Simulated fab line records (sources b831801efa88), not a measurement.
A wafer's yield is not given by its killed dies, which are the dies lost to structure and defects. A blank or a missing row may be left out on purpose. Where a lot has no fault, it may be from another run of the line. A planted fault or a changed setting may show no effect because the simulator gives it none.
Struck lot and sound lot, side by side ; flow sky130 ; 29 steps out of a route of 708
Sound: wafers L443.1, L443.2, L443.6. The struck wafers were L453.4, L453.5, L453.6. At the end, the cause is stated.
Each step with rows lists, per side, the tool, then ch with its chambers, then its first start. Under that, the readings that differ: sound wafers ; struck wafers ; difference of the means ; sigmas: that difference in standard deviations of wafers without a fault.
alike: readings whose means differ by less than 2 such deviations, and words and numbers that are the same on both sides. not compared: withheld readings, readings that some wafer has no value for, bounds like >300 that may hide the same value, and numbers for which the record gives no deviation and whose values overlap.
A row with sigmas, a row that says differs or no value, or rows on one side alone: a step with any of these is where the two part. Non-overlapping numbers with no deviation appear without sigmas and do not part them. Lack of a reading on every wafer of one side parts them only where that side has two or more wafers.

first, 8 steps without rows for these wafers: SKY_LOCAL_INTERCONNECT_ETCH_13 (etches BARC in N2/H2, stops on SiO2, time 45.9 s, target depth 60 nm); SKY_LOCAL_INTERCONNECT_METAL_ETCH_14 (etches TiN in Cl2/BCl3, stops on PSG, target depth 110 nm, time 31.4 s); SKY_LOCAL_INTERCONNECT_STRIP_15 (strips in O2/N2); SKY_LOCAL_INTERCONNECT_STRIP_16 (strips in post etch residue remover, time 1200 s); SKY_LOCAL_INTERCONNECT_CLEAN_17 (cleans in IPA, time 180 s); SKY_LOCAL_INTERCONNECT_CLEAN_18 (cleans in O3/DIW); SKY_CONTACT_CVD_00 (deposits Si3N4, target thk 75 nm); SKY_CONTACT_HDPCVD_02 (deposits SiO2, target thk 565 nm, time 94.2 s).
SKY_CONTACT_CMP_04: polishes SiO2.
  sound on cmp-02 ch 0,1,3, day 31 19:31; struck on cmp-02 ch 0,2,3, day 35 11:49
reading;sound;struck;difference;sigmas
time-to-endpoint-s (s);81 78 83;107 112 109;+29;+7
model.SiO2_of_CONTACT_HDPCVD_02.thk-nm (nm);341.3 339.7 339.2;416.8 420.6 418.7;+78.6;
  alike: motor-current-A
then, 9 steps without rows for these wafers: SKY_CONTACT_DEHYDRATE_06 (time 60 s); SKY_CONTACT_HMDS_07 (prime time 60 s); SKY_CONTACT_COAT_08 (resist thk 60 nm); SKY_CONTACT_COAT_09 (resist thk 450 nm); SKY_CONTACT_SOFTBAKE_10 (time 90 s); SKY_CONTACT_EXPOSE_11 (exposes mask CTM1, target cd 170 nm); SKY_CONTACT_PEB_12; SKY_CONTACT_DEVELOP_13 (develop time 60 s); SKY_CONTACT_ETCH_16 (etches BARC in N2/H2, stops on SiO2, time 45.9 s, target depth 60 nm).
SKY_CONTACT_ETCH_17: etches SiO2 in C4F8/O2/Ar, stops on Si3N4, target depth 340 nm.
  sound on rie-diel-03 ch 2,3, day 32 22:20; struck on rie-diel-04 ch 0,2,3, day 36 14:52
reading;sound;struck;difference;sigmas
oes-product-au (a.u.);0.896 0.883 0.889;0.987 1.001 0.997;+0.106;+22
model.etch.depth-nm (nm);341.3 339.7 339.2;413.1 415.7 409.4;+72.7;
model.CONTACT.feature-depth-nm (nm);341.3 339.7 339.2;413.1 415.7 409.4;+72.7;
then, 7 steps without rows for these wafers: SKY_CONTACT_ETCH_18 (etches Si3N4 in CHF3/O2, stops on TiN, time 39 s, target depth 75 nm); SKY_CONTACT_STRIP_19 (strips in O2/N2); SKY_CONTACT_STRIP_20 (strips in post etch residue remover, time 1200 s); SKY_CONTACT_CLEAN_21 (cleans in IPA, time 180 s); SKY_CONTACT_CLEAN_22 (cleans in O3/DIW); SKY_CONTACT_SPUTTER_23 (material TiN, target thk 20 nm, time 80 s); SKY_CONTACT_CVD_24 (deposits W, target thk 340 nm, time 102.12 s).
SKY_CONTACT_CMP_27: polishes, stops on SiO2, t overpolish 15 s, target thk 0 nm.
  sound on cmp-01 ch 0,2, day 32 23:26; struck on cmp-02 ch 0,1, day 36 16:03
reading;sound;struck;difference;sigmas
motor-current-A (A);11.6 10.3 10.1;14.6 13.6 11.1;+2.4;+2
model.SiO2_of_CONTACT_HDPCVD_02.thk-nm (nm);338.1 336.5 336.1;413.6 417.4 415.5;+78.6;
then, 1 step without rows for these wafers: SKY_METAL1_SPUTTER_00 (material Ti, target thk 15 nm, time 10 s).
-- the record jumps here: 13 days lie between the struck wafers' starts before and after (it left off in module METAL1 and takes up again in module PAD_OPEN, whose first step shown is number 708 of the route) --
SKY_PAD_OPEN_PROBE_99:
  sound on prober-01 at day 46 19:04; struck on prober-02 at day 49 16:31
reading;sound;struck;difference;sigmas
killed-at-contacts;16 23 19;146 129 196;+138;+26
killed-at-front-end;9 13 10;21 24 21;+11;+3
killed-dies;76 92 62;209 200 259;+146;+16
killed-on-rim;6 24 15;51 15 49;+23;+6
  alike: killed_at_M0_to_M3, killed_at_M4_up, killed-at-other, killed-open, killed-short

## WHERE THEY PART
First at SKY_CONTACT_CMP_04; last, within this record, at SKY_PAD_OPEN_PROBE_99.

WHY: whatever the simulator had introduced
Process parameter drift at SKY_CONTACT_CMP_04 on cmp-02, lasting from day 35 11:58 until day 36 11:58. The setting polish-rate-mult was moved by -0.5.
